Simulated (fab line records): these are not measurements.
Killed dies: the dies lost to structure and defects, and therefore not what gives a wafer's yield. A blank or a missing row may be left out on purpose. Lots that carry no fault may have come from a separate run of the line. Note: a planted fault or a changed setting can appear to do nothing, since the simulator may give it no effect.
8D (eight disciplines) problem report, filled in by code ; flow sky130 ; the parts of the form that need people (team, actions taken, sign-off) are left out

== 1. WHAT IS WRONG ==
Mean of killed_at_M0_to_M3 at SKY_PAD_OPEN_PROBE_99: 84 across 6 wafers in 2 lots; on wafers with no fault it is 43 (standard deviation 6.8). That is +6.0 standard deviations from the usual mean.
Earliest sighting: wafer L284.1 on prober-01 at day 49 21:44. The record has a number at this step for 9 wafers belonging to 3 lots. By rule, "out" or "out of limits" means more than 4 standard deviations away from the usual mean. All remaining wafers that have a number are taken as sound.

== 2. WHAT THIS IS AND IS NOT ==
question;is;is not
which readings at this step;killed_at_M0_to_M3;killed_at_M4_up, killed at contacts, killed at front end, killed at other, killed short
which lots;L284, L285;L286
which wafers of those lots;all that have a number;-
read on which tools;prober-01, prober-02;-
when;from day 49 21:44;"up to then (0 sound wafers); but 3 sound wafers of L286 came after"

== 3. SUSPECTS, AND WHAT RULES EACH OUT ==
Counting: any tool at a process step up to the reading is kept as a suspect provided that every lot that is out went through it and no sound lot did after the first of them.
- pvd sputter-04 at SKY_VIA3_SPUTTER_20 (material TiN, target thk 20 nm, time 80 s): kept. It ran every lot that is out, first L284 (day 44 14:05), and no sound lot after that.
- rie metal-01 at SKY_METAL4_METAL_ETCH_18 (etches the open film in Cl2/BCl3, stops on SiO2, target depth 845 nm, time 183.1 s): kept. It ran every lot that is out, first L284 (day 46 09:50), and no sound lot after that.
The count leaves rie metal-01 at SKY_METAL4_METAL_ETCH_18 and pvd sputter-04 at SKY_VIA3_SPUTTER_20.

== 4. THE CAUSE (what the simulator had put in) ==
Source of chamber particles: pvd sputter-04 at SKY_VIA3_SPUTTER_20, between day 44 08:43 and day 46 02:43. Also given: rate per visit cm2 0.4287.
2 suspects survive the count, and this tool is in that group.

== 5. SEQUENCE OF EFFECTS, ordered by route ==
One row per reading whose mean, taken over the struck wafers that have a number, lies over 3 standard deviations from the usual. Readings are gone through only where the record gives a usual standard deviation; hours: the median, over the lots, of the time from a lot's start at the first step in this table giving one to that lot's start at this step; sigmas: the change measured in usual standard deviations.
hours;step;reading;usual;on struck wafers;change;sigmas
0;SKY_PAD_OPEN_PROBE_99;defect limited yield;82.4 %;73.6;-8.8;-4.4
0;SKY_PAD_OPEN_PROBE_99;killed_at_M0_to_M3;43;84;+41;+6.0
0;SKY_PAD_OPEN_PROBE_99;killed dies;87;130;+43;+4.4
0;SKY_PAD_OPEN_PROBE_99;sort_bin_3_pad_short;0.9 %;2.2;+1.3;+3.6
0;SKY_PAD_OPEN_PROBE_99;sort_bin_5_function;10.4 %;16.3;+5.9;+4.2
0;SKY_PAD_OPEN_PROBE_99;sort n pass;405;362;-43;-4.4
0;SKY_PAD_OPEN_PROBE_99;sort yield pct;82.4 %;73.6;-8.8;-4.4
Its process steps:
- SKY_PAD_OPEN_PROBE_99

== 6. WHAT WOULD HAVE CAUGHT IT SOONER ==
First out-of-limits reading in this record: day 49 21:44, which is 133 hours after fault onset at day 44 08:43.
An alarm limit of 4 standard deviations would not have fired on the tool readings at SKY_VIA3_SPUTTER_20 for which the record gives a usual standard deviation, since none of them was out on any struck wafer.
By day 49 21:44 the whole set of lots that are out, 2 in number, had already begun SKY_VIA3_SPUTTER_20 on pvd sputter-04. A hold on the tool at that time would have spared none of them.
